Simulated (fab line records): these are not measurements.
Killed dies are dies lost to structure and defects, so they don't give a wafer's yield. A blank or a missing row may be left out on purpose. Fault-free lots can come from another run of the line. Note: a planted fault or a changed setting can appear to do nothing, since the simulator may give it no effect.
fab line records	flow gf180mcu
record: lots: 13	wafers: 39	lastDay: 34
route steps=602 shown POLY_GATE@170 HV_LDD@223 CONTACT@301
lots with no fault: from the same line, run without faults
startH: the number of hours between the record's first day and the start of the first shown wafer of the lot	waitH: hours since the lot's step before	" unchanged from the row above	L1.1+2: a single row standing in for several wafers	- no value, or no start given	* or withheld: withheld	< > ~ a bound
route shown NAME@n: a module of which the file shows steps, and the number in the route of the first	usual: mean and standard deviation over wafers with no fault	same: alike in all rows	chamber/n: place in a boat	sites: the reading at each site	_std_site: standard deviation across them	_edge_site: outer sites' mean less inner sites'	radiusMm: for every site, how far away it sits from the centre of the wafer	mask NAME#n: copy n	behind: tool/chamber where the wafer was last shaped	hold: the reason the lot was held/the length of the hold in hours/how it ended	device: transistor that didn't switch, given as n, p or np	end of line: the same wafers' tests at the end of the route	where a step has no rows: the recipe by itself	killed: not the wafer's yield, but the dies lost to structure and defects at the first sort	map: dies across one wafer; x = killed, . = not, _ = none there
set.NAME: the setting that was run; set.NAME@STEP: the one run at that earlier step	model.NAME: the simulator's own value behind a step, which no gauge read
one table for each step of the route and one row for each wafer, over a sample of lots
services: the hour from which a tool's chamber was out of use, counted from the record's first day as startH (under 0 if before that day), plus the number of hours and why
== steps ==
step: GF_POLY_GATE_ETCH_13
recipe: target: poly-Si	targetDepthNm: 198.5	stopOn: SiO2	overEtchFrac: 0.403	chemistry: HBr/Cl2	icpW: 400	biasW: 100	pressureMtorr: 10	HBr_flow_sccm: 150	Cl2_flow_sccm: 50	timeS: 69.6
usual: drypumpMotorCurrentA: 5.50/0.28	oesProductAu: 0.988/0.0091	throttleValvePct: 33.684/0.0088
same: overEtchFrac: 0.403	timeS: 69.6
lot.wafer	tool	chamber	startH	waitH	drypumpMotorCurrentA	oesProductAu	rfHoursCounterH	throttleValvePct
L737.1	rieSi-01	0	204.59	-	5.80	0.992	43	33.691
L737.5	"	1	"	"	5.11	0.974	-	33.689
L737.6	"	3	"	"	5.69	0.997	-	33.690
L738.3	rieSi-01	0	209.15	-	5.80	0.991	43	33.686
L738.4	"	1	"	"	5.10	0.973	98	33.682
L738.6	"	3	"	"	5.71	0.996	-	33.686
L740.2	rieSi-02	2	228.69	-	5.65	0.995	14	33.671
L740.4	"	0	"	"	4.91	0.984	40	33.681
L740.5	"	1	"	"	5.72	0.992	-	33.695
L741.1	rieSi-01	0	239.59	-	5.79	1.005	43	33.683
L741.4	"	2	"	"	5.30	0.983	0	33.702
L741.6	"	1	"	"	5.08	0.978	-	33.676
L743.1	rieSi-02	0	248.03	-	4.90	0.992	40	33.693
L743.2	"	2	"	"	5.66	0.999	15	33.678
L743.6	"	3	"	"	5.43	0.999	-	33.695
L744.2	rieSi-02	0	257.89	-	4.94	0.988	40	33.683
L744.4	"	1	"	"	5.73	1.000	107	33.683
L744.5	"	2	"	"	5.63	1.002	-	33.680
L745.2	rieSi-01	0	264.10	-	5.85	0.995	44	33.681
L745.3	"	2	"	"	5.31	0.988	0	33.677
L745.4	"	3	"	"	5.68	0.995	69	33.693
L750.3	rieSi-02	3	294.79	-	5.45	0.993	1	33.698
L750.4	"	0	"	"	4.94	0.981	41	33.682
L750.6	"	1	"	"	5.73	0.987	-	33.691
L755.2	rieSi-02	2	330.28	-	5.64	0.986	16	33.689
L755.4	"	1	"	"	5.75	0.989	-	33.682
L755.5	"	2	"	"	5.61	0.998	-	33.697
L756.1	rieSi-01	3	341.03	-	5.69	0.978	70	33.680
L756.3	"	1	"	"	5.09	0.977	0	33.689
L756.5	"	1	"	"	5.10	0.993	-	33.688
L757.2	rieSi-02	3	343.23	-	5.43	0.988	2	33.695
L757.3	"	0	"	"	4.92	0.978	41	33.692
L757.6	"	2	"	"	5.61	0.994	-	33.698
L758.3	rieSi-02	0	354.25	-	4.94	0.981	41	33.674
L758.4	"	1	"	"	5.74	0.979	1	33.694
L758.6	"	2	"	"	5.61	0.985	-	33.688
L759.1	rieSi-01	2	358.78	-	5.33	0.972	1	33.689
L759.2	"	0	"	"	5.83	0.988	44	33.689
L759.4	"	1	"	"	5.08	0.986	0	33.672
step: GF_HV_LDD_OVL_MEAS_47
usual: HV_LDD_03_OVL: -0.4/1.3
lot.wafer	tool	chamber	startH	waitH	HV_LDD_03_OVL[nm]
L738.3	overlay-02	-	285.76	0.1	-1.5
L738.4	"	-	"	"	-0.6
L738.6	"	-	"	"	-0.5
L737.1	overlay-02	-	286.05	0.1	-1.1
L737.5	"	-	"	"	1.9
L737.6	"	-	"	"	-0.5
L740.2	overlay-01	-	315.16	0.1	-3.1
L740.4	"	-	"	"	-1.0
L740.5	"	-	"	"	-1.8
L741.1	overlay-01	-	321.07	0.1	1.8
L741.4	"	-	"	"	0.6
L741.6	"	-	"	"	-0.3
L743.1	overlay-01	-	330.07	0.1	0.6
L743.2	"	-	"	"	0.6
L743.6	"	-	"	"	-0.5
L744.2	overlay-01	-	341.97	0.1	0.6
L744.4	"	-	"	"	1.3
L744.5	"	-	"	"	0.7
L745.2	overlay-01	-	351.97	0.1	-0.2
L745.3	"	-	"	"	-1.9
L745.4	"	-	"	"	0.3
L750.3	overlay-01	-	382.83	0.1	-0.9
L750.4	"	-	"	"	-1.6
L750.6	"	-	"	"	-0.7
L755.2	overlay-02	-	422.99	0.1	-0.5
L755.4	"	-	"	"	-1.4
L755.5	"	-	"	"	0.0
L756.1	overlay-02	-	438.26	0.1	-1.0
L756.3	"	-	"	"	-1.9
L756.5	"	-	"	"	-2.2
L757.2	overlay-02	-	439.42	0.1	-1.5
L757.3	"	-	"	"	-0.2
L757.6	"	-	"	"	-0.8
L758.3	overlay-02	-	449.03	0.1	-1.0
L758.4	"	-	"	"	-0.6
L758.6	"	-	"	"	-2.7
L759.1	overlay-01	-	456.90	0.1	2.5
L759.2	"	-	"	"	1.4
L759.4	"	-	"	"	2.0
step: GF_HV_LDD_CVD_54
recipe: material: SiO2	targetThkNm: 10	precursor: TEOS	tempC: 680	timeS: 75	pressureMtorr: 400
usual: spikeTcUpperC: 679.7/1.1	zonePowerCentrePct: 10.0/0.97
lot.wafer	tool	chamber	startH	waitH	spikeTcUpperC	zonePowerCentrePct
L738.3	lpcvd-01	0	286.33	0.1	679.2	11.5
L738.4	"	0	"	"	679.2	11.6
L738.6	"	0	"	"	678.9	11.4
L737.1	lpcvd-02	0	287.00	0.5	681.2	9.0
L737.5	"	0	"	"	678.9	9.1
L737.6	"	0	"	"	681.7	9.0
L740.2	lpcvd-01	1	315.74	0.1	679.7	11.1
L740.4	"	1	"	"	679.6	11.0
L740.5	"	1	"	"	680.2	10.9
L741.1	lpcvd-02	0	321.78	0.2	682.4	9.0
L741.4	"	0	"	"	680.7	8.9
L741.6	"	0	"	"	680.8	8.8
L743.1	lpcvd-02	0	330.66	0.1	680.0	9.0
L743.2	"	0	"	"	680.3	8.9
L743.6	"	0	"	"	680.7	9.1
L744.2	lpcvd-02	0	342.55	0.1	681.3	9.0
L744.4	"	0	"	"	681.8	8.9
L744.5	"	0	"	"	679.7	9.0
L745.2	lpcvd-02	0	352.56	0.1	681.5	8.9
L745.3	"	0	"	"	680.1	9.1
L745.4	"	0	"	"	678.7	9.0
L750.3	lpcvd-01	1	383.40	0.1	678.9	11.0
L750.4	"	1	"	"	679.6	11.1
L750.6	"	1	"	"	678.3	10.8
L755.2	lpcvd-01	0	423.58	0.1	680.5	11.4
L755.4	"	0	"	"	680.7	11.5
L755.5	"	0	"	"	680.2	11.5
L756.1	lpcvd-02	0	438.86	0.1	679.4	9.1
L756.3	"	0	"	"	680.8	8.9
L756.5	"	0	"	"	680.3	9.0
L757.2	lpcvd-02	1	440.00	0.1	680.0	9.7
L757.3	"	1	"	"	679.9	9.6
L757.6	"	1	"	"	678.4	9.6
L758.3	lpcvd-02	0	449.66	0.1	680.0	9.0
L758.4	"	0	"	"	680.9	8.9
L758.6	"	0	"	"	681.6	8.9
L759.1	lpcvd-02	0	457.48	0.1	679.2	9.1
L759.2	"	0	"	"	679.8	8.8
L759.4	"	0	"	"	679.2	8.9
step: GF_HV_LDD_THK_MEAS_55
recipe: reads: SiO2_of_HV_LDD_CVD_54
usual: HV_LDD_CVD_54_THK: 10.03/0.13
lot.wafer	tool	chamber	startH	waitH	HV_LDD_CVD_54_THK[nm]
L738.3	filmMetro-04	-	287.37	0.0	9.88
L738.4	"	-	"	"	9.99
L738.6	"	-	"	"	9.85
L737.1	filmMetro-02	-	288.02	0.0	10.01
L737.5	"	-	"	"	10.08
L737.6	"	-	"	"	9.96
L740.2	filmMetro-04	-	316.77	0.0	9.90
L740.4	"	-	"	"	9.82
L740.5	"	-	"	"	9.93
L741.1	filmMetro-04	-	322.80	0.0	10.03
L741.4	"	-	"	"	9.93
L741.6	"	-	"	"	10.00
L743.1	filmMetro-02	-	331.68	0.0	10.25
L743.2	"	-	"	"	10.23
L743.6	"	-	"	"	10.25
L744.2	filmMetro-01	-	343.58	0.0	6.76
L744.4	"	-	"	"	6.77
L744.5	"	-	"	"	6.75
L745.2	filmMetro-02	-	353.59	0.0	6.62
L745.3	"	-	"	"	6.60
L745.4	"	-	"	"	6.59
L750.3	filmMetro-01	-	384.45	0.0	10.02
L750.4	"	-	"	"	9.95
L750.6	"	-	"	"	9.96
L755.2	filmMetro-02	-	424.61	0.0	10.04
L755.4	"	-	"	"	10.13
L755.5	"	-	"	"	9.95
L756.1	filmMetro-02	-	439.88	0.0	9.87
L756.3	"	-	"	"	9.98
L756.5	"	-	"	"	9.85
L757.2	filmMetro-04	-	441.03	0.0	9.89
L757.3	"	-	"	"	9.96
L757.6	"	-	"	"	9.93
L758.3	filmMetro-02	-	450.70	0.0	9.83
L758.4	"	-	"	"	9.91
L758.6	"	-	"	"	9.98
L759.1	filmMetro-04	-	458.50	0.0	9.94
L759.2	"	-	"	"	9.82
L759.4	"	-	"	"	9.87
step: GF_CONTACT_CD_MEAS_14
recipe: targetCdNm: 220
usual: cdNm: 220.0/1.5
lot.wafer	tool	chamber	startH	waitH	cdNm
L738.3	cdSem-02	-	377.24	0.1	219.4
L738.4	"	-	"	"	218.6
L738.6	"	-	"	"	218.6
L737.1	cdSem-02	-	379.65	0.1	218.8
L737.5	"	-	"	"	218.0
L737.6	"	-	"	"	218.4
L740.2	cdSem-02	-	408.31	0.1	218.0
L740.4	"	-	"	"	217.9
L740.5	"	-	"	"	218.0
L741.1	cdSem-01	-	417.59	0.1	219.6
L741.4	"	-	"	"	219.7
L741.6	"	-	"	"	217.2
L743.1	cdSem-01	-	424.09	0.1	222.0
L743.2	"	-	"	"	222.2
L743.6	"	-	"	"	222.3
L744.2	cdSem-01	-	441.17	0.1	217.6
L744.4	"	-	"	"	220.0
L744.5	"	-	"	"	219.8
L745.2	cdSem-02	-	449.55	0.1	220.6
L745.3	"	-	"	"	221.8
L745.4	"	-	"	"	218.4
L750.3	cdSem-02	-	484.47	0.1	220.7
L750.4	"	-	"	"	220.0
L750.6	"	-	"	"	221.4
L755.2	cdSem-02	-	523.87	0.1	222.2
L755.4	"	-	"	"	219.4
L755.5	"	-	"	"	222.3
L756.1	cdSem-01	-	538.63	0.1	219.7
L756.3	"	-	"	"	219.7
L756.5	"	-	"	"	220.9
L757.2	cdSem-02	-	539.00	0.1	221.6
L757.3	"	-	"	"	219.1
L757.6	"	-	"	"	219.5
L758.3	cdSem-01	-	549.43	0.1	220.7
L758.4	"	-	"	"	222.9
L758.6	"	-	"	"	220.9
L759.1	cdSem-01	-	556.84	0.1	222.4
L759.2	"	-	"	"	222.5
L759.4	"	-	"	"	220.7
== services ==
tool	chamber	startH	hours	kind
lpcvd-01	-	182.43	1.4	repair
lpcvd-02	-	184.78	2.8	pm
rieSi-01	2	189.98	-	clean
rieSi-01	2	189.98	16.4	scheduledDown
rieSi-01	2	189.98	16.4	ventCycle
lpcvd-02	-	193.84	6.1	pm
rieSi-02	1	274.39	-	clean
rieSi-02	1	274.39	19.8	scheduledDown
rieSi-02	1	274.39	19.8	ventCycle
rieSi-01	3	308.70	1.7	repair
rieSi-01	1	314.72	-	clean
rieSi-01	1	314.72	23.0	scheduledDown
rieSi-01	1	314.72	23.0	ventCycle
rieSi-02	0	320.17	16.7	repair
rieSi-01	-	342.03	0.5	repair
rieSi-01	-	354.11	2.8	pm
rieSi-01	-	409.07	0.6	repair
rieSi-01	3	435.57	-	clean
rieSi-01	3	435.57	32.3	scheduledDown
rieSi-01	3	435.57	32.3	ventCycle
== key ==
firstSign: step: GF_HV_LDD_THK_MEAS_55	reading: HV_LDD_CVD_54_THK	direction: down	sigmas: 25	usual: 10.03	struck: 6.68
effect none on later readings
metAt GF_HV_LDD_CVD_54
struckLots L744,L745
struckWafers L744.2,L744.4,L744.5,L745.2,L745.3,L745.4
testerLeftOut L744,L745
notActingAt GF_POLY_GATE_ETCH_13,GF_HV_LDD_OVL_MEAS_47,GF_CONTACT_CD_MEAS_14
onsetBetween 330.66 342.55
fault: kind: processParameterDrift	tool: lpcvd-02	chamber: 0	onsetH: 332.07	steps: GF_HV_LDD_CVD_54	channel: targetThkNm	offset: -3.4415	shape: step	endH: 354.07	actsIn: theseRecipesOnly	stated: 10
testerLeftOut: of these lots the tester's yield and bins aren't shown, on N5 and GAA mostly nor the transistor test; their killed dies are dies lost to structure and defects alone, not to doping, threshold or leakage, so they don't give the yield
